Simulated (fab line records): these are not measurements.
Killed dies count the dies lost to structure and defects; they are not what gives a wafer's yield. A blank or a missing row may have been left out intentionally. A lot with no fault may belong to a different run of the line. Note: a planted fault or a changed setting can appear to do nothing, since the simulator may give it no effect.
fab line records / flow sky130
[record] lots = 6 wafers = 16 lastDay = 50
route steps=708 shown CONTACT@413 PAD_OPEN@708
lots that met no fault: from a run of the same line without faults
startH: hours from the record's first day to the start of the lot's first wafer shown / waitH: time in hours since the lot's previous step / " the same as in the row above / L1.1+2: one row covering several wafers at once / - no value, or no start was given / * or withheld: withheld / < > ~ a bound
route shown NAME@n: a module of which the file shows steps, and the number in the route of the first / usual: average and standard deviation across the fault-free wafers / same: alike in all rows / chamber/n: place in a boat / sites: readings site by site / _std_site: how widely they spread, as a standard deviation / _edge_site: outer sites' mean less inner sites' / radiusMm: for every site, how far away it sits from the centre of the wafer / mask NAME#n: copy n / behind: tool/chamber where the wafer was last shaped / hold: the reason the lot was held/the length of the hold in hours/how it ended / device: which transistor (n, p or np) failed to switch / end of line: tests run on the same wafers once the route is complete / a step without rows: its recipe alone / killed: dies that structure and defects cost at the first sort, which is not the same as the wafer's yield / map: dies across one wafer; x = killed, . = not, _ = none there
set.NAME: the setting the step ran with; set.NAME@STEP: the setting that earlier step ran with / model.NAME: the simulator's own value behind a step, which no gauge read
lots seen at some steps along the route; tables by step, rows by wafer
services: a tool's chamber out of use, with start hour (startH, from the record's first day; less than 0 if before it), hours out, and reason
[[steps]]
[step SKY_CONTACT_HMDS_07]
[recipe] primeTimeS = 60 primeTempC = 120
[step SKY_CONTACT_COAT_08]
[recipe] resist = BARC tempC = withheld timeS = withheld spinRpm = 3000 resistThkNm = 60
[step SKY_CONTACT_COAT_09]
[recipe] resist = KrF-thick spinRpm = 3000 resistThkNm = 450
[step SKY_CONTACT_SOFTBAKE_10]
[recipe] tempC = 100 timeS = 91.72 resist = KrF-thick
[usual] plateSensorTCentreC = 100.88/0.0091 plateSensorTEdgeC = 100.95/0.0087
lot.wafer=L213.4 tool=lithoTrack-01 chamber=0 startH=- waitH=- plateSensorTCentreC=100.88 plateSensorTEdgeC=100.95
lot.wafer=L213.5 tool=lithoTrack-01 chamber=0 startH=- waitH=- plateSensorTCentreC=100.88 plateSensorTEdgeC=100.96
lot.wafer=L213.6 tool=lithoTrack-01 chamber=0 startH=- waitH=- plateSensorTCentreC=100.89 plateSensorTEdgeC=100.95
lot.wafer=L215.1 tool=lithoTrack-01 chamber=0 startH=- waitH=- plateSensorTCentreC=100.87 plateSensorTEdgeC=100.96
lot.wafer=L215.2 tool=lithoTrack-01 chamber=0 startH=- waitH=- plateSensorTCentreC=100.88 plateSensorTEdgeC=100.94
lot.wafer=L215.6 tool=lithoTrack-01 chamber=0 startH=- waitH=- plateSensorTCentreC=100.89 plateSensorTEdgeC=100.96
lot.wafer=L217.1 tool=lithoTrack-01 chamber=0 startH=- waitH=- plateSensorTCentreC=100.87 plateSensorTEdgeC=100.95
lot.wafer=L217.2 tool=lithoTrack-01 chamber=0 startH=- waitH=- plateSensorTCentreC=100.88 plateSensorTEdgeC=100.95
lot.wafer=L217.5 tool=lithoTrack-01 chamber=0 startH=- waitH=- plateSensorTCentreC=100.87 plateSensorTEdgeC=100.96
lot.wafer=L230.1 tool=lithoTrack-04 chamber=0 startH=- waitH=- plateSensorTCentreC=100.88 plateSensorTEdgeC=100.95
lot.wafer=L231.1 tool=lithoTrack-03 chamber=0 startH=- waitH=- plateSensorTCentreC=100.89 plateSensorTEdgeC=100.95
lot.wafer=L231.3 tool=lithoTrack-03 chamber=0 startH=- waitH=- plateSensorTCentreC=100.88 plateSensorTEdgeC=100.96
lot.wafer=L231.5 tool=lithoTrack-03 chamber=0 startH=- waitH=- plateSensorTCentreC=100.89 plateSensorTEdgeC=100.95
lot.wafer=L232.1 tool=lithoTrack-03 chamber=0 startH=- waitH=- plateSensorTCentreC=100.89 plateSensorTEdgeC=100.95
lot.wafer=L232.2 tool=lithoTrack-03 chamber=0 startH=- waitH=- plateSensorTCentreC=100.86 plateSensorTEdgeC=100.95
lot.wafer=L232.3 tool=lithoTrack-03 chamber=0 startH=- waitH=- plateSensorTCentreC=100.89 plateSensorTEdgeC=100.94
[step SKY_CONTACT_EXPOSE_11]
[recipe] maskId = CTM1 na = 0.8 sourceShape = annular sigmaInner = 0.55 sigmaOuter = 0.85 targetCdNm = 170 doseMj = 38
[step SKY_CONTACT_PEB_12]
[recipe] pebTempC = withheld pebTimeS = withheld resist = KrF-thick
[step SKY_CONTACT_DEVELOP_13]
[recipe] developTimeS = 60 resist = KrF-thick devTempC = 21
[step SKY_CONTACT_CD_MEAS_14]
[recipe] targetCdNm = 170
[usual] cdNm = 170.3/1.6
lot.wafer=L213.4 tool=cdSem-01 chamber=- startH=758.24 waitH=- cdNm=170.2
lot.wafer=L213.5 tool=cdSem-01 chamber=- startH=758.24 waitH=- cdNm=170.1
lot.wafer=L213.6 tool=cdSem-01 chamber=- startH=758.24 waitH=- cdNm=170.1
lot.wafer=L215.1 tool=cdSem-01 chamber=- startH=772.79 waitH=- cdNm=168.3
lot.wafer=L215.2 tool=cdSem-01 chamber=- startH=772.79 waitH=- cdNm=170.5
lot.wafer=L215.6 tool=cdSem-01 chamber=- startH=772.79 waitH=- cdNm=169.1
lot.wafer=L217.1 tool=cdSem-01 chamber=- startH=791.49 waitH=- cdNm=170.5
lot.wafer=L217.2 tool=cdSem-01 chamber=- startH=791.49 waitH=- cdNm=169.7
lot.wafer=L217.5 tool=cdSem-01 chamber=- startH=791.49 waitH=- cdNm=169.7
lot.wafer=L230.1 tool=cdSem-02 chamber=- startH=886.22 waitH=- cdNm=169.5
lot.wafer=L231.1 tool=cdSem-02 chamber=- startH=893.09 waitH=- cdNm=170.9
lot.wafer=L231.3 tool=cdSem-02 chamber=- startH=893.09 waitH=- cdNm=173.7
lot.wafer=L231.5 tool=cdSem-02 chamber=- startH=893.09 waitH=- cdNm=173.6
lot.wafer=L232.1 tool=cdSem-02 chamber=- startH=905.79 waitH=- cdNm=170.3
lot.wafer=L232.2 tool=cdSem-02 chamber=- startH=905.79 waitH=- cdNm=169.3
lot.wafer=L232.3 tool=cdSem-02 chamber=- startH=905.79 waitH=- cdNm=168.4
[step SKY_CONTACT_OVL_MEAS_15]
[usual] CONTACT_OVL = 1/4.7
lot.wafer=L213.4 tool=overlay-02 chamber=- startH=758.32 waitH=0.1 CONTACT_OVL[nm]=-1
lot.wafer=L213.5 tool=overlay-02 chamber=- startH=758.32 waitH=0.1 CONTACT_OVL[nm]=5
lot.wafer=L213.6 tool=overlay-02 chamber=- startH=758.32 waitH=0.1 CONTACT_OVL[nm]=3
lot.wafer=L215.1 tool=overlay-02 chamber=- startH=772.91 waitH=0.1 CONTACT_OVL[nm]=4
lot.wafer=L215.2 tool=overlay-02 chamber=- startH=772.91 waitH=0.1 CONTACT_OVL[nm]=0
lot.wafer=L215.6 tool=overlay-02 chamber=- startH=772.91 waitH=0.1 CONTACT_OVL[nm]=2
lot.wafer=L217.1 tool=overlay-01 chamber=- startH=791.61 waitH=0.1 CONTACT_OVL[nm]=-4
lot.wafer=L217.2 tool=overlay-01 chamber=- startH=791.61 waitH=0.1 CONTACT_OVL[nm]=-4
lot.wafer=L217.5 tool=overlay-01 chamber=- startH=791.61 waitH=0.1 CONTACT_OVL[nm]=-2
lot.wafer=L230.1 tool=overlay-01 chamber=- startH=886.34 waitH=0.1 CONTACT_OVL[nm]=-2
lot.wafer=L231.1 tool=overlay-02 chamber=- startH=893.21 waitH=0.1 CONTACT_OVL[nm]=4
lot.wafer=L231.3 tool=overlay-02 chamber=- startH=893.21 waitH=0.1 CONTACT_OVL[nm]=1
lot.wafer=L231.5 tool=overlay-02 chamber=- startH=893.21 waitH=0.1 CONTACT_OVL[nm]=1
lot.wafer=L232.1 tool=overlay-01 chamber=- startH=905.91 waitH=0.1 CONTACT_OVL[nm]=0
lot.wafer=L232.2 tool=overlay-01 chamber=- startH=905.91 waitH=0.1 CONTACT_OVL[nm]=-6
lot.wafer=L232.3 tool=overlay-01 chamber=- startH=905.91 waitH=0.1 CONTACT_OVL[nm]=-5
[step SKY_CONTACT_ETCH_16]
[recipe] chemistry = N2/H2 target = BARC ionEnergyEv = 200 sourceW = 500 biasW = 100 pressureMtorr = 30 n2FlowSccm = 100 h2FlowSccm = 200 stopOn = SiO2 timeS = 45.9 targetDepthA = 600
[usual] drypumpMotorCurrentA = 5.9/0.38 oesProductAu = 0.855/0.0043 throttleValvePct = 13.225/0.0095
lot.wafer=L213.4 tool=rieDiel-04 chamber=1 startH=758.35 waitH=0.0 drypumpMotorCurrentA=5.8 oesProductAu=0.853 rfHoursCounterH=- throttleValvePct=13.219
lot.wafer=L213.5 tool=rieDiel-04 chamber=2 startH=758.35 waitH=0.0 drypumpMotorCurrentA=6.1 oesProductAu=0.850 rfHoursCounterH=- throttleValvePct=13.206
lot.wafer=L213.6 tool=rieDiel-04 chamber=0 startH=758.35 waitH=0.0 drypumpMotorCurrentA=5.6 oesProductAu=0.852 rfHoursCounterH=- throttleValvePct=13.229
lot.wafer=L215.1 tool=rieDiel-04 chamber=0 startH=772.94 waitH=0.0 drypumpMotorCurrentA=5.6 oesProductAu=0.855 rfHoursCounterH=9 throttleValvePct=13.219
lot.wafer=L215.2 tool=rieDiel-04 chamber=3 startH=772.94 waitH=0.0 drypumpMotorCurrentA=5.7 oesProductAu=0.847 rfHoursCounterH=5 throttleValvePct=13.227
lot.wafer=L215.6 tool=rieDiel-04 chamber=0 startH=772.94 waitH=0.0 drypumpMotorCurrentA=5.6 oesProductAu=0.851 rfHoursCounterH=- throttleValvePct=13.239
lot.wafer=L217.1 tool=rieDiel-04 chamber=0 startH=791.64 waitH=0.0 drypumpMotorCurrentA=5.6 oesProductAu=0.852 rfHoursCounterH=9 throttleValvePct=13.221
lot.wafer=L217.2 tool=rieDiel-04 chamber=1 startH=791.64 waitH=0.0 drypumpMotorCurrentA=5.8 oesProductAu=0.858 rfHoursCounterH=11 throttleValvePct=13.236
lot.wafer=L217.5 tool=rieDiel-04 chamber=0 startH=791.64 waitH=0.0 drypumpMotorCurrentA=5.6 oesProductAu=0.860 rfHoursCounterH=- throttleValvePct=13.212
lot.wafer=L230.1 tool=rieDiel-03 chamber=0 startH=886.38 waitH=0.0 drypumpMotorCurrentA=6.5 oesProductAu=0.855 rfHoursCounterH=4 throttleValvePct=13.228
lot.wafer=L231.1 tool=rieDiel-01 chamber=0 startH=893.24 waitH=0.0 drypumpMotorCurrentA=6.4 oesProductAu=0.854 rfHoursCounterH=24 throttleValvePct=13.230
lot.wafer=L231.3 tool=rieDiel-01 chamber=0 startH=893.24 waitH=0.0 drypumpMotorCurrentA=6.4 oesProductAu=0.855 rfHoursCounterH=- throttleValvePct=13.222
lot.wafer=L231.5 tool=rieDiel-01 chamber=0 startH=893.24 waitH=0.0 drypumpMotorCurrentA=6.4 oesProductAu=0.848 rfHoursCounterH=- throttleValvePct=13.210
lot.wafer=L232.1 tool=rieDiel-04 chamber=3 startH=905.94 waitH=0.0 drypumpMotorCurrentA=5.6 oesProductAu=0.855 rfHoursCounterH=9 throttleValvePct=13.206
lot.wafer=L232.2 tool=rieDiel-04 chamber=0 startH=905.94 waitH=0.0 drypumpMotorCurrentA=5.6 oesProductAu=0.854 rfHoursCounterH=13 throttleValvePct=13.228
lot.wafer=L232.3 tool=rieDiel-04 chamber=2 startH=905.94 waitH=0.0 drypumpMotorCurrentA=6.1 oesProductAu=0.852 rfHoursCounterH=12 throttleValvePct=13.227
[step SKY_CONTACT_ETCH_17]
[recipe] target = SiO2 chemistry = C4F8/O2/Ar stopOn = Si3N4 maskMaterial = KrF-thick sourceW = 1500 biasW = 1200 pressureMtorr = 40 c4f8FlowSccm = withheld O2_flow_sccm = 6 Ar_flow_sccm = 300 timeS = withheld targetDepthA = 3400
[usual] oesProductAu = 0.891/0.0049
lot.wafer=L213.4 tool=rieDiel-04 chamber=1 startH=758.40 waitH=0.0 oesProductAu=0.889
lot.wafer=L213.5 tool=rieDiel-04 chamber=2 startH=758.40 waitH=0.0 oesProductAu=0.884
lot.wafer=L213.6 tool=rieDiel-04 chamber=0 startH=758.40 waitH=0.0 oesProductAu=0.895
lot.wafer=L215.1 tool=rieDiel-04 chamber=0 startH=772.99 waitH=0.0 oesProductAu=0.889
lot.wafer=L215.2 tool=rieDiel-04 chamber=3 startH=772.99 waitH=0.0 oesProductAu=0.891
lot.wafer=L215.6 tool=rieDiel-04 chamber=0 startH=772.99 waitH=0.0 oesProductAu=0.891
lot.wafer=L217.1 tool=rieDiel-04 chamber=0 startH=791.69 waitH=0.0 oesProductAu=0.884
lot.wafer=L217.2 tool=rieDiel-04 chamber=1 startH=791.69 waitH=0.0 oesProductAu=0.889
lot.wafer=L217.5 tool=rieDiel-04 chamber=0 startH=791.69 waitH=0.0 oesProductAu=0.894
lot.wafer=L230.1 tool=rieDiel-03 chamber=0 startH=886.42 waitH=0.0 oesProductAu=0.895
lot.wafer=L231.1 tool=rieDiel-01 chamber=0 startH=893.31 waitH=0.0 oesProductAu=0.895
lot.wafer=L231.3 tool=rieDiel-01 chamber=0 startH=893.31 waitH=0.0 oesProductAu=0.890
lot.wafer=L231.5 tool=rieDiel-01 chamber=0 startH=893.31 waitH=0.0 oesProductAu=0.883
lot.wafer=L232.1 tool=rieDiel-04 chamber=3 startH=905.99 waitH=0.0 oesProductAu=0.879
lot.wafer=L232.2 tool=rieDiel-04 chamber=0 startH=905.99 waitH=0.0 oesProductAu=0.893
lot.wafer=L232.3 tool=rieDiel-04 chamber=2 startH=905.99 waitH=0.0 oesProductAu=0.891
[step SKY_CONTACT_ETCH_18]
[recipe] target = Si3N4 chemistry = CHF3/O2 stopOn = TiN sourceW = 600 biasW = 200 pressureMtorr = 40 chf3FlowSccm = 50 O2_flow_sccm = 5 timeS = 39 targetDepthA = 750
[usual] drypumpMotorCurrentA = 5.9/0.38 oesProductAu = 0.854/0.0071 throttleValvePct = 8.793/0.0091
lot.wafer=L213.4 tool=rieDiel-04 chamber=1 startH=- waitH=- drypumpMotorCurrentA=5.8 oesProductAu=0.852 rfHoursCounterH=- throttleValvePct=8.782
lot.wafer=L213.5 tool=rieDiel-04 chamber=2 startH=- waitH=- drypumpMotorCurrentA=6.1 oesProductAu=0.861 rfHoursCounterH=- throttleValvePct=8.786
lot.wafer=L213.6 tool=rieDiel-04 chamber=0 startH=- waitH=- drypumpMotorCurrentA=5.5 oesProductAu=0.860 rfHoursCounterH=- throttleValvePct=8.791
lot.wafer=L215.1 tool=rieDiel-04 chamber=0 startH=- waitH=- drypumpMotorCurrentA=5.6 oesProductAu=0.854 rfHoursCounterH=9 throttleValvePct=8.800
lot.wafer=L215.2 tool=rieDiel-04 chamber=3 startH=- waitH=- drypumpMotorCurrentA=5.6 oesProductAu=0.847 rfHoursCounterH=5 throttleValvePct=8.789
lot.wafer=L215.6 tool=rieDiel-04 chamber=0 startH=- waitH=- drypumpMotorCurrentA=5.6 oesProductAu=0.865 rfHoursCounterH=- throttleValvePct=8.792
lot.wafer=L217.1 tool=rieDiel-04 chamber=0 startH=- waitH=- drypumpMotorCurrentA=5.6 oesProductAu=0.842 rfHoursCounterH=9 throttleValvePct=8.796
lot.wafer=L217.2 tool=rieDiel-04 chamber=1 startH=- waitH=- drypumpMotorCurrentA=5.8 oesProductAu=0.847 rfHoursCounterH=11 throttleValvePct=8.792
lot.wafer=L217.5 tool=rieDiel-04 chamber=0 startH=- waitH=- drypumpMotorCurrentA=5.6 oesProductAu=0.848 rfHoursCounterH=- throttleValvePct=8.801
lot.wafer=L230.1 tool=rieDiel-03 chamber=0 startH=- waitH=- drypumpMotorCurrentA=6.4 oesProductAu=0.856 rfHoursCounterH=4 throttleValvePct=8.811
lot.wafer=L231.1 tool=rieDiel-01 chamber=0 startH=- waitH=- drypumpMotorCurrentA=6.4 oesProductAu=0.843 rfHoursCounterH=24 throttleValvePct=8.782
lot.wafer=L231.3 tool=rieDiel-01 chamber=0 startH=- waitH=- drypumpMotorCurrentA=6.4 oesProductAu=0.850 rfHoursCounterH=- throttleValvePct=8.788
lot.wafer=L231.5 tool=rieDiel-01 chamber=0 startH=- waitH=- drypumpMotorCurrentA=6.4 oesProductAu=0.849 rfHoursCounterH=- throttleValvePct=8.804
lot.wafer=L232.1 tool=rieDiel-04 chamber=3 startH=- waitH=- drypumpMotorCurrentA=5.6 oesProductAu=0.854 rfHoursCounterH=9 throttleValvePct=8.795
lot.wafer=L232.2 tool=rieDiel-04 chamber=0 startH=- waitH=- drypumpMotorCurrentA=5.5 oesProductAu=0.867 rfHoursCounterH=13 throttleValvePct=8.794
lot.wafer=L232.3 tool=rieDiel-04 chamber=2 startH=- waitH=- drypumpMotorCurrentA=6.1 oesProductAu=0.854 rfHoursCounterH=12 throttleValvePct=8.797
[step SKY_CONTACT_STRIP_19]
[recipe] chemistry = O2/N2 powerW = 1400 pressureMtorr = 1500 platenTempC = withheld o2FlowSccm = 3000 n2FlowSccm = 300 overashFraction = 0.5
[usual] drypumpMotorCurrentA = 5.9/0.36 o2FlowSccm = 2999/9.7 oesProductAu = 0.381/0.0043 stripTimeToEndpointS = 3.62/0.036
lot.wafer=L213.4 tool=plasmaAsher-03 chamber=0 startH=758.50 waitH=- drypumpMotorCurrentA=6.3 o2FlowSccm=3006 oesProductAu=0.386 rfHoursCounterH=- stripTimeToEndpointS=3.67
lot.wafer=L213.5 tool=plasmaAsher-03 chamber=0 startH=758.50 waitH=- drypumpMotorCurrentA=6.3 o2FlowSccm=3007 oesProductAu=0.386 rfHoursCounterH=- stripTimeToEndpointS=3.61
lot.wafer=L213.6 tool=plasmaAsher-03 chamber=1 startH=758.50 waitH=- drypumpMotorCurrentA=5.8 o2FlowSccm=2995 oesProductAu=0.381 rfHoursCounterH=- stripTimeToEndpointS=3.65
lot.wafer=L215.1 tool=plasmaAsher-02 chamber=0 startH=773.08 waitH=- drypumpMotorCurrentA=6.0 o2FlowSccm=3005 oesProductAu=0.378 rfHoursCounterH=34 stripTimeToEndpointS=3.65
lot.wafer=L215.2 tool=plasmaAsher-02 chamber=1 startH=773.08 waitH=- drypumpMotorCurrentA=6.0 o2FlowSccm=2980 oesProductAu=0.380 rfHoursCounterH=34 stripTimeToEndpointS=3.63
lot.wafer=L215.6 tool=plasmaAsher-02 chamber=1 startH=773.08 waitH=- drypumpMotorCurrentA=6.0 o2FlowSccm=2982 oesProductAu=0.377 rfHoursCounterH=- stripTimeToEndpointS=3.61
lot.wafer=L217.1 tool=plasmaAsher-04 chamber=0 startH=791.78 waitH=- drypumpMotorCurrentA=5.4 o2FlowSccm=2997 oesProductAu=0.376 rfHoursCounterH=5 stripTimeToEndpointS=3.65
lot.wafer=L217.2 tool=plasmaAsher-04 chamber=1 startH=791.78 waitH=- drypumpMotorCurrentA=6.3 o2FlowSccm=2982 oesProductAu=0.385 rfHoursCounterH=5 stripTimeToEndpointS=3.68
lot.wafer=L217.5 tool=plasmaAsher-04 chamber=1 startH=791.78 waitH=- drypumpMotorCurrentA=6.3 o2FlowSccm=3014 oesProductAu=0.384 rfHoursCounterH=- stripTimeToEndpointS=3.65
lot.wafer=L230.1 tool=plasmaAsher-04 chamber=1 startH=886.51 waitH=- drypumpMotorCurrentA=6.3 o2FlowSccm=3003 oesProductAu=0.380 rfHoursCounterH=18 stripTimeToEndpointS=3.44
lot.wafer=L231.1 tool=plasmaAsher-04 chamber=1 startH=893.44 waitH=- drypumpMotorCurrentA=6.3 o2FlowSccm=3010 oesProductAu=0.384 rfHoursCounterH=19 stripTimeToEndpointS=3.46
lot.wafer=L231.3 tool=plasmaAsher-04 chamber=1 startH=893.44 waitH=- drypumpMotorCurrentA=6.3 o2FlowSccm=3014 oesProductAu=0.380 rfHoursCounterH=- stripTimeToEndpointS=3.46
lot.wafer=L231.5 tool=plasmaAsher-04 chamber=0 startH=893.44 waitH=- drypumpMotorCurrentA=5.4 o2FlowSccm=3007 oesProductAu=0.386 rfHoursCounterH=- stripTimeToEndpointS=3.45
lot.wafer=L232.1 tool=plasmaAsher-03 chamber=1 startH=906.08 waitH=- drypumpMotorCurrentA=5.8 o2FlowSccm=3001 oesProductAu=0.379 rfHoursCounterH=101 stripTimeToEndpointS=3.67
lot.wafer=L232.2 tool=plasmaAsher-03 chamber=0 startH=906.08 waitH=- drypumpMotorCurrentA=6.3 o2FlowSccm=3008 oesProductAu=0.377 rfHoursCounterH=101 stripTimeToEndpointS=3.64
lot.wafer=L232.3 tool=plasmaAsher-03 chamber=0 startH=906.08 waitH=- drypumpMotorCurrentA=6.3 o2FlowSccm=3005 oesProductAu=0.384 rfHoursCounterH=- stripTimeToEndpointS=3.63
[step SKY_CONTACT_STRIP_20]
[recipe] chemistry = postEtchResidueRemover timeS = 1200 tempC = 72.5
[step SKY_PAD_OPEN_PROBE_99]
[usual] killed_at_M0_to_M3 = 43/6.6 killed_at_M4_up = 3.4/1.8 killedAtContacts = 24/4.9 killedAtFrontEnd = 15/4.1 killedAtOther = 0.3/0.55 killedDies = 85/8.8 killedOpen = 46/6.1 killedShort = 39/5.7
[same] grossDies = 492 killedAtBackSide = 0
lot.wafer=L213.4 tool=prober-01 chamber=- startH=1095.73 waitH=0.2 killed_at_M0_to_M3=43 killed_at_M4_up=2 killedAtContacts=20 killedAtFrontEnd=11 killedAtOther=0 killedDies=76 killedOpen=47 killedShort=29
lot.wafer=L213.5 tool=prober-01 chamber=- startH=1095.78 waitH=0.2 killed_at_M0_to_M3=30 killed_at_M4_up=2 killedAtContacts=25 killedAtFrontEnd=21 killedAtOther=0 killedDies=78 killedOpen=47 killedShort=31
lot.wafer=L213.6 tool=prober-01 chamber=- startH=1095.83 waitH=0.2 killed_at_M0_to_M3=46 killed_at_M4_up=0 killedAtContacts=20 killedAtFrontEnd=22 killedAtOther=0 killedDies=88 killedOpen=42 killedShort=45
lot.wafer=L217.1 tool=prober-01 chamber=- startH=1121.72 waitH=0.1 killed_at_M0_to_M3=46 killed_at_M4_up=4 killedAtContacts=27 killedAtFrontEnd=13 killedAtOther=1 killedDies=91 killedOpen=49 killedShort=39
lot.wafer=L217.2 tool=prober-01 chamber=- startH=1121.77 waitH=0.1 killed_at_M0_to_M3=47 killed_at_M4_up=2 killedAtContacts=30 killedAtFrontEnd=13 killedAtOther=0 killedDies=92 killedOpen=45 killedShort=45
lot.wafer=L217.5 tool=prober-01 chamber=- startH=1121.92 waitH=0.2 killed_at_M0_to_M3=48 killed_at_M4_up=1 killedAtContacts=27 killedAtFrontEnd=8 killedAtOther=0 killedDies=84 killedOpen=41 killedShort=43
lot.wafer=L231.1 tool=prober-01 chamber=- startH=1188.28 waitH=0.1 killed_at_M0_to_M3=48 killed_at_M4_up=3 killedAtContacts=18 killedAtFrontEnd=13 killedAtOther=1 killedDies=83 killedOpen=43 killedShort=40
lot.wafer=L231.3 tool=prober-01 chamber=- startH=1188.38 waitH=0.2 killed_at_M0_to_M3=49 killed_at_M4_up=3 killedAtContacts=12 killedAtFrontEnd=20 killedAtOther=2 killedDies=86 killedOpen=47 killedShort=39
lot.wafer=L231.5 tool=prober-01 chamber=- startH=1188.48 waitH=0.2 killed_at_M0_to_M3=44 killed_at_M4_up=4 killedAtContacts=15 killedAtFrontEnd=17 killedAtOther=1 killedDies=81 killedOpen=44 killedShort=37
lot.wafer=L232.1 tool=prober-02 chamber=- startH=1198.16 waitH=0.1 killed_at_M0_to_M3=41 killed_at_M4_up=8 killedAtContacts=21 killedAtFrontEnd=9 killedAtOther=0 killedDies=79 killedOpen=43 killedShort=35
lot.wafer=L232.2 tool=prober-02 chamber=- startH=1198.21 waitH=0.1 killed_at_M0_to_M3=47 killed_at_M4_up=5 killedAtContacts=30 killedAtFrontEnd=14 killedAtOther=0 killedDies=96 killedOpen=48 killedShort=48
lot.wafer=L232.3 tool=prober-02 chamber=- startH=1198.26 waitH=0.2 killed_at_M0_to_M3=58 killed_at_M4_up=2 killedAtContacts=18 killedAtFrontEnd=18 killedAtOther=0 killedDies=96 killedOpen=55 killedShort=40
// killed by level:class
L213.4 VIA1:geometricParticle:open=11 CONTACT:geometricParticle:open=8 VIA2:geometricParticle:open=8 LI_CONTACT:geometricParticle:open=6 METAL1:geometricParticle:short=5 VIA3:geometricParticle:open=5 VIA1:geometricParticle:short=4 VIA2:geometricParticle:short=4
L213.5 CONTACT:geometricParticle:open=9 FIELD_ISO:geometricParticle:open=7 LI_CONTACT:geometricParticle:open=6 POLY_GATE:geometricParticle:open=4 METAL1:geometricParticle:short=4 VIA2:geometricParticle:short=4 VIA2:geometricParticle:open=4 FIELD_ISO:geometricParticle:short=3
L213.6 VIA1:geometricParticle:open=9 VIA2:geometricParticle:short=8 LI_CONTACT:geometricParticle:open=7 VIA3:geometricParticle:open=7 VIA1:geometricParticle:short=6 POLY_GATE:geometricParticle:short=5 POLY_CUT:geometricParticle:short=4 LOCAL_INTERCONNECT:geometricParticle:short=4
L217.1 CONTACT:geometricParticle:open=9 LI_CONTACT:geometricParticle:open=8 VIA1:geometricParticle:open=8 VIA1:geometricParticle:short=7 VIA2:geometricParticle:open=7 LOCAL_INTERCONNECT:geometricParticle:short=6 METAL1:geometricParticle:short=6 METAL2:geometricParticle:open=4
L217.2 VIA1:geometricParticle:open=14 LI_CONTACT:geometricParticle:open=8 CONTACT:geometricParticle:short=8 CONTACT:geometricParticle:open=8 VIA2:geometricParticle:open=7 METAL1:geometricParticle:short=5 VIA1:geometricParticle:short=5 VIA3:geometricParticle:open=5
L217.5 CONTACT:geometricParticle:open=12 METAL2:geometricParticle:short=7 VIA1:geometricParticle:open=7 VIA1:geometricParticle:short=6 LI_CONTACT:geometricParticle:open=6 VIA3:geometricParticle:open=6 METAL1:geometricParticle:short=6 LOCAL_INTERCONNECT:geometricParticle:short=5
L231.1 VIA1:geometricParticle:open=11 METAL2:geometricParticle:short=8 POLY_GATE:geometricParticle:open=7 VIA1:geometricParticle:short=6 CONTACT:geometricParticle:open=6 CONTACT:geometricParticle:short=5 VIA2:geometricParticle:open=5 VIA3:geometricParticle:open=5
L231.3 VIA3:geometricParticle:open=11 METAL2:geometricParticle:short=10 VIA2:geometricParticle:open=9 VIA1:geometricParticle:open=7 FIELD_ISO:geometricParticle:open=5 FIELD_ISO:geometricParticle:short=5 CONTACT:geometricParticle:open=5 METAL3:geometricParticle:short=4
L231.5 VIA1:geometricParticle:open=11 VIA2:geometricParticle:open=8 FIELD_ISO:geometricParticle:open=5 FIELD_ISO:geometricParticle:short=5 LI_CONTACT:geometricParticle:open=5 METAL1:geometricParticle:short=5 CONTACT:geometricParticle:short=5 VIA2:geometricParticle:short=5
L232.1 VIA1:geometricParticle:open=9 VIA3:geometricParticle:open=9 CONTACT:geometricParticle:open=8 METAL4:geometricParticle:short=7 LOCAL_INTERCONNECT:geometricParticle:short=6 METAL2:geometricParticle:short=6 VIA2:geometricParticle:open=5 SPACER:geometricParticle:open=4
L232.2 CONTACT:geometricParticle:short=12 VIA1:geometricParticle:open=11 CONTACT:geometricParticle:open=8 METAL2:geometricParticle:short=7 VIA3:geometricParticle:open=7 LI_CONTACT:geometricParticle:open=6 VIA2:geometricParticle:open=6 VIA1:geometricParticle:short=5
L232.3 VIA1:geometricParticle:open=14 FIELD_ISO:geometricParticle:short=9 VIA2:geometricParticle:open=9 VIA3:geometricParticle:open=8 CONTACT:geometricParticle:open=6 METAL3:geometricParticle:short=6 LI_CONTACT:geometricParticle:open=5 FIELD_ISO:geometricParticle:open=4
[[services]]
tool=plasmaAsher-02 chamber=- startH=721.55 hours=6.8 kind=repair
tool=plasmaAsher-04 chamber=- startH=733.75 hours=9.0 kind=pm
tool=plasmaAsher-04 chamber=0 startH=733.75 hours=9.0 kind=ventCycle
tool=plasmaAsher-04 chamber=1 startH=733.75 hours=9.0 kind=ventCycle
tool=rieDiel-03 chamber=0 startH=737.99 hours=- kind=clean
tool=rieDiel-03 chamber=0 startH=737.99 hours=16.5 kind=scheduledDown
tool=rieDiel-03 chamber=0 startH=737.99 hours=16.5 kind=ventCycle
tool=plasmaAsher-04 chamber=0 startH=742.75 hours=- kind=clean
tool=plasmaAsher-04 chamber=1 startH=742.75 hours=- kind=clean
tool=rieDiel-01 chamber=3 startH=744.20 hours=2.4 kind=repair
tool=plasmaAsher-03 chamber=- startH=752.80 hours=4.3 kind=pm
tool=rieDiel-04 chamber=3 startH=753.95 hours=9.4 kind=repair
tool=rieDiel-01 chamber=3 startH=770.56 hours=132.0 kind=repair
tool=plasmaAsher-03 chamber=- startH=782.06 hours=28.1 kind=pm
tool=rieDiel-01 chamber=0 startH=787.04 hours=3.8 kind=repair
tool=rieDiel-03 chamber=- startH=823.91 hours=0.7 kind=repair
tool=rieDiel-04 chamber=1 startH=830.60 hours=16.3 kind=repair
tool=rieDiel-03 chamber=- startH=840.59 hours=1.0 kind=repair
tool=plasmaAsher-02 chamber=- startH=856.68 hours=14.6 kind=pm
tool=rieDiel-01 chamber=1 startH=889.10 hours=5.4 kind=repair
[[key]]
[firstSign] step = SKY_CONTACT_STRIP_19 reading = stripTimeToEndpointS direction = down sigmas = 4.9 usual = * struck = *
effect none on later readings
metAt SKY_CONTACT_STRIP_19
struckWafers L230.1,L231.1,L231.3,L231.5
testerLeftOut L230,L231
onsetBetween 791.78 886.51
[fault] kind = processParameterDrift tool = plasmaAsher-04 chamber = - onsetH = 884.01 steps = SKY_CONTACT_STRIP_19 channel = powerW offset = * shape = step endH = 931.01 actsIn = * stated = *
// testerLeftOut: of these lots the tester's yield and bins aren't shown, on N5 and GAA mostly nor the transistor test; their killed dies are dies lost to structure and defects alone, not to doping, threshold or leakage, so they don't give the yield
